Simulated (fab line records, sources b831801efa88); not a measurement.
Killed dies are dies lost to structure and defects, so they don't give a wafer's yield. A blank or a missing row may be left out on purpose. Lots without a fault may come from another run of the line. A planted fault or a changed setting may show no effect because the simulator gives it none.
Which tool did it? | flow gf180mcu | 12 lots, 36 wafers sampled, at 6 steps of a route of 602

WHAT THE GAUGES READ, wafer by wafer
GF_LVPWELL_OVL_MEAS_07.
lot  | measured    | on         | LVPWELL_OVL (nm)
L524 | day 3 20:26 | overlay-01 | 2.8 2.2 1.1
L527 | day 4 13:53 | overlay-02 | 3.8 2.1 0.4
L528 | day 4 19:32 | overlay-02 | -3.3 -1.4 -0.7
L529 | day 5 00:44 | overlay-02 | 0.8 0.8 -0.6
L531 | day 5 12:20 | overlay-02 | 0.8 0.1 -0.4
L532 | day 5 17:38 | overlay-02 | 3.0 2.5 1.6
L534 | day 6 06:08 | overlay-01 | -1.6 -2.5 0.7
L535 | day 6 10:03 | overlay-01 | -0.9 0.6 -1.2
L536 | day 6 16:26 | overlay-01 | 0.4 1.0 0.2
L537 | day 6 20:29 | overlay-02 | 0.1 1.4 1.7
L538 | day 7 02:15 | overlay-02 | -2.7 -0.9 -0.8
L547 | day 9 10:44 | overlay-02 | -1.7 -1.1 -2.4

GF_MVPSD_TW_MEAS_11.
lot  | measured     | on            | MVPSD_TW
L524 | day 5 00:13  | film_metro-03 | 554 557 556
L527 | day 5 19:33  | film_metro-01 | 554 556 556
L528 | day 6 01:15  | film_metro-01 | 558 561 554
L529 | day 6 07:16  | film_metro-03 | 559 559 562
L531 | day 6 18:55  | film_metro-01 | 556 561 556
L532 | day 7 00:16  | film_metro-01 | 549 552 554
L534 | day 7 13:59  | film_metro-01 | 550 553 553
L535 | day 7 18:11  | film_metro-04 | 758 757 758
L536 | day 8 01:31  | film_metro-03 | 559 561 561
L537 | day 8 05:43  | film_metro-03 | 561 564 563
L538 | day 8 11:46  | film_metro-01 | 761 760 760
L547 | day 11 00:00 | film_metro-01 | 555 556 552

GF_VT_IMPLANT_RS_MEAS_49: measures by four-point-probe.
lot  | measured     | on            | MVPSD_RS (ohm/sq)
L524 | day 7 11:58  | film_metro-04 | 1168.2 1166.8 1164.3
L527 | day 8 09:53  | film_metro-01 | 1163.9 1164.2 1164.1
L528 | day 8 17:56  | film_metro-01 | 1165.5 1168.5 1166.3
L529 | day 9 00:17  | film_metro-01 | 1168.4 1171.3 1166.3
L531 | day 9 14:12  | film_metro-01 | 1164.2 1163.6 1166.9
L532 | day 9 20:07  | film_metro-01 | 1168.7 1169.1 1167.6
L534 | day 10 10:22 | film_metro-04 | 1168.6 1167.7 1164.2
L535 | day 10 16:18 | film_metro-04 | 587.0 588.9 587.7
L536 | day 11 01:01 | film_metro-04 | 1171.6 1167.0 1170.4
L537 | day 11 04:22 | film_metro-04 | 1163.2 1166.5 1166.4
L538 | day 11 11:10 | film_metro-04 | 586.4 587.3 586.2
L547 | day 14 09:50 | film_metro-01 | 1171.6 1171.5 1170.9

WHICH TOOL RAN EACH LOT (tool, then ch and the chambers of the sampled wafers, then the start)
lot  | GF_MVPSD_IMPLANT_09             | GF_MVPSD_STRIP_10                    | GF_VT_IMPLANT_STRIP_20
L524 | implanter-02 ch 0, day 4 23:59  | plasma_asher-02 ch 0,1, day 5 00:07  | plasma_asher-03 ch 0,1, day 6 04:38
L527 | implanter-02 ch 0, day 5 19:18  | plasma_asher-03 ch 0,1, day 5 19:27  | plasma_asher-01 ch 0,1, day 7 00:21
L528 | implanter-02 ch 0, day 6 01:00  | plasma_asher-02 ch 0,1, day 6 01:09  | plasma_asher-01 ch 0,1, day 7 08:03
L529 | implanter-01 ch 0, day 6 07:01  | plasma_asher-03 ch 0,1, day 6 07:10  | plasma_asher-01 ch 0,1, day 7 13:53
L531 | implanter-01 ch 0, day 6 18:40  | plasma_asher-02 ch 1, day 6 18:49    | plasma_asher-01 ch 1, day 8 02:58
L532 | implanter-02 ch 0, day 7 00:01  | plasma_asher-02 ch 0,1, day 7 00:10  | plasma_asher-01 ch 0,1, day 8 08:34
L534 | implanter-02 ch 0, day 7 13:46  | plasma_asher-04 ch 0,1, day 7 13:53  | plasma_asher-03 ch 0,1, day 8 23:34
L535 | implanter-02 ch 0, day 7 17:56  | plasma_asher-02 ch 0,1, day 7 18:04  | plasma_asher-01 ch 0,1, day 9 03:45
L536 | implanter-04 ch 0, day 8 01:16  | plasma_asher-03 ch 0,1, day 8 01:25  | plasma_asher-03 ch 0,1, day 9 12:12
L537 | implanter-04 ch 0, day 8 05:28  | plasma_asher-02 ch 0,1, day 8 05:37  | plasma_asher-01 ch 0,1, day 9 15:11
L538 | implanter-02 ch 0, day 8 11:32  | plasma_asher-02 ch 0,1, day 8 11:40  | plasma_asher-04 ch 0,1, day 9 22:44
L547 | implanter-01 ch 0, day 10 23:45 | plasma_asher-04 ch 0,1, day 10 23:54 | plasma_asher-03 ch 0,1, day 12 14:51
- GF_MVPSD_IMPLANT_09
- GF_MVPSD_STRIP_10: strips in O2/N2.
- GF_VT_IMPLANT_STRIP_20: strips in O2/N2.

WHAT THE TOOLS THEMSELVES READ (means of the sampled wafers that have a number; where no wafer has one, the mark that the record gives instead)
GF_MVPSD_IMPLANT_09.
lot  | tool         | beam_on_s (s) | dose_ions_cm2 | faraday_current_uA
L524 | implanter-02 | 9.94          | 5.007e+12     | 28.3
L527 | implanter-02 | 9.98          | 4.998e+12     | 28.4
L528 | implanter-02 | 9.97          | 4.998e+12     | 28.4
L529 | implanter-01 | 9.86          | 5.003e+12     | 28.6
L531 | implanter-01 | 10.19         | 5.010e+12     | 27.8
L532 | implanter-02 | 10.06         | 5.003e+12     | 28.0
L534 | implanter-02 | 9.96          | 5.000e+12     | 28.3
L535 | implanter-02 | 10.01         | 5.507e+13     | 310.5
L536 | implanter-04 | 10.02         | 4.999e+12     | 28.2
L537 | implanter-04 | 10.01         | 5.001e+12     | 28.1
L538 | implanter-02 | 10.04         | 5.507e+13     | 309.1
L547 | implanter-01 | 10.00         | 5.004e+12     | 28.3

GF_MVPSD_STRIP_10.
lot  | tool            | drypump_motor_current_A (A) | heater_power_w (W) | oes_product_au (a.u.) | strip_time_to_endpoint_s (s)
L524 | plasma_asher-02 | 5.9                         | 306                | 0.724                 | 37.02
L527 | plasma_asher-03 | 5.3                         | 344                | 0.717                 | 36.91
L528 | plasma_asher-02 | 5.9                         | 303                | 0.721                 | 36.98
L529 | plasma_asher-03 | 5.3                         | 326                | 0.727                 | 36.93
L531 | plasma_asher-02 | 5.7                         | 297                | 0.722                 | 36.94
L532 | plasma_asher-02 | 5.9                         | 309                | 0.726                 | 36.90
L534 | plasma_asher-04 | 6.2                         | 361                | 0.729                 | 36.86
L535 | plasma_asher-02 | 6.1                         | 306                | 0.720                 | 36.88
L536 | plasma_asher-03 | 5.3                         | 344                | 0.724                 | 36.76
L537 | plasma_asher-02 | 6.0                         | 308                | 0.717                 | 36.90
L538 | plasma_asher-02 | 5.9                         | 301                | 0.722                 | 36.77
L547 | plasma_asher-04 | 5.9                         | 345                | 0.720                 | 37.15

GF_VT_IMPLANT_STRIP_20.
lot  | tool            | drypump_motor_current_A (A) | heater_power_w (W) | oes_product_au (a.u.) | strip_time_to_endpoint_s (s)
L524 | plasma_asher-03 | 5.4                         | 327                | 0.715                 | 12.64
L527 | plasma_asher-01 | 6.0                         | 345                | 0.715                 | 12.68
L528 | plasma_asher-01 | 5.6                         | 348                | 0.715                 | 12.61
L529 | plasma_asher-01 | 6.0                         | 353                | 0.718                 | 12.61
L531 | plasma_asher-01 | 6.3                         | 347                | 0.716                 | 12.65
L532 | plasma_asher-01 | 5.6                         | 344                | 0.715                 | 12.64
L534 | plasma_asher-03 | 5.4                         | 328                | 0.717                 | 12.67
L535 | plasma_asher-01 | 5.6                         | 346                | 0.714                 | 12.56
L536 | plasma_asher-03 | 5.3                         | 342                | 0.717                 | 12.62
L537 | plasma_asher-01 | 5.6                         | 349                | 0.713                 | 12.62
L538 | plasma_asher-04 | 5.9                         | 341                | 0.711                 | 12.65
L547 | plasma_asher-03 | 5.3                         | 345                | 0.716                 | 12.69

THE ANSWER, worked out from the rows above alone
Rule: what is usual is taken from the lots themselves. Put in order of their means at a reading, lots are off if they are a third of the lots or fewer, leave a main group of 4 or more, and stand apart from it by a gap of 3 or more times the standard deviation of the main group's means; of several such gaps the widest counts. A main group whose means are all the same, to the digits that the tables above print for the reading, isn't used. A lot without any number at a reading at which 4 lots or more have one is off too. The other lots that the step has rows for count as sound. The gauges are gone through in route order, then the tools' own readings, and for those a lot's mean is taken as printed above. The first step at which some lot is off is used, and at that step the reading that is off furthest; a lot without a number counts as furthest.
Off: L535, L538, at GF_MVPSD_TW_MEAS_11 (MVPSD_TW). The main group: mean 557, standard deviation 3.4.
A tool fits if, at a process step before that reading, it ran every lot that is off, and no sound lot after the first of them. The gauges at GF_MVPSD_TW_MEAS_11 aren't tried: what is off there is off at GF_MVPSD_IMPLANT_09 too, on other tools, and a gauge's error can't cause that. One fits: implanter-02 at GF_MVPSD_IMPLANT_09. Its last sound lot is L534 (day 7 13:46), its first lot that is off L535 (day 7 17:56): a fault that began between those two fits.
The tool's own readings at GF_MVPSD_IMPLANT_09 bear it out: on the lots that are off they differ by more than 5 times the standard deviation of the sound lots' means. dose_ions_cm2 reads 5.507e+13 there against 5.002e+12 on the sound lots; faraday_current_uA reads 309.8 there against 28.2 on the sound lots.

WHAT THE SIMULATOR HAD PUT IN
Process parameter drift: implanter-02, from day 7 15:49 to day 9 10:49, at GF_MVPSD_IMPLANT_09. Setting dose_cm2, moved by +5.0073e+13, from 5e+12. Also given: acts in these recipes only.
Lots struck among those shown: L535, L538. The rule above found the same.
